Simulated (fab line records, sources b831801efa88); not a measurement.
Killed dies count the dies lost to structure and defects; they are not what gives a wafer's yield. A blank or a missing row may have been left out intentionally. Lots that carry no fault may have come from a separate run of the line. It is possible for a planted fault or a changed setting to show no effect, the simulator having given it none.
Chamber matching	flow gf180mcu	4 sister chambers for GF_V4_CMP_26 on cmp-01
The step polishes, stops on SiO2, t overpolish 15 s, target thk 0 nm. 8 wafers are shown with their chamber, then 10 later ones without.

## EACH WAFER AND ITS CHAMBER
wafer	chamber	motor-current-A (A)	time-to-endpoint-s (s)
L621.6	2	12.6	85
L622.1	3	12.4	80
L622.3	1	10.8	87
L622.6	2	12.0	83
L623.5	1	11.1	84
L623.6	0	9.7	84
L625.1	0	9.6	84
L625.5	3	12.1	82

## WAFERS MISSING THEIR CHAMBER
wafer	motor-current-A (A)	time-to-endpoint-s (s)
L625.6	10.5	84
L626.2	12.4	83
L626.4	10.3	83
L626.5	10.8	81
L627.1	10.4	89
L627.2	12.0	85
L627.6	12.2	88
L630.3	10.2	86
L630.4	12.7	85
L630.6	10.7	87

## WHICH CHAMBER EACH ONE RAN IN
wafer	from the rows above	in truth
L625.6	can't be placed: 1 or 0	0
L626.2	can't be placed: 2 or 3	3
L626.4	can't be placed: 0 or 1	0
L626.5	can't be placed: 1 or 0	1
L627.1	can't be placed: 1 or 0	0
L627.2	can't be placed: 2 or 3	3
L627.6	2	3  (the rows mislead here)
L630.3	can't be placed: 0 or 1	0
L630.4	can't be placed: 2 or 3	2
L630.6	1	1
Placed correctly: 1 of 10. From these rows, 8 cannot be placed; in 8 the true chamber is one of the candidates. Wrongly placed: 1.
How it was worked out, from the rows above alone: a wafer's distance from a chamber is the root of the sum, over the readings, of the square of ((its reading less the chamber's mean) divided by the reading's scatter). If the next closest chamber is less than 2 further off than the closest, the wafer can't be placed; otherwise it belongs to the closest. Each chamber's mean is taken over the wafers shown for it. The scatter: take each reading less its chamber's mean, square it, sum over the shown wafers, divide by the number of wafers less the number of chambers, and take the root.
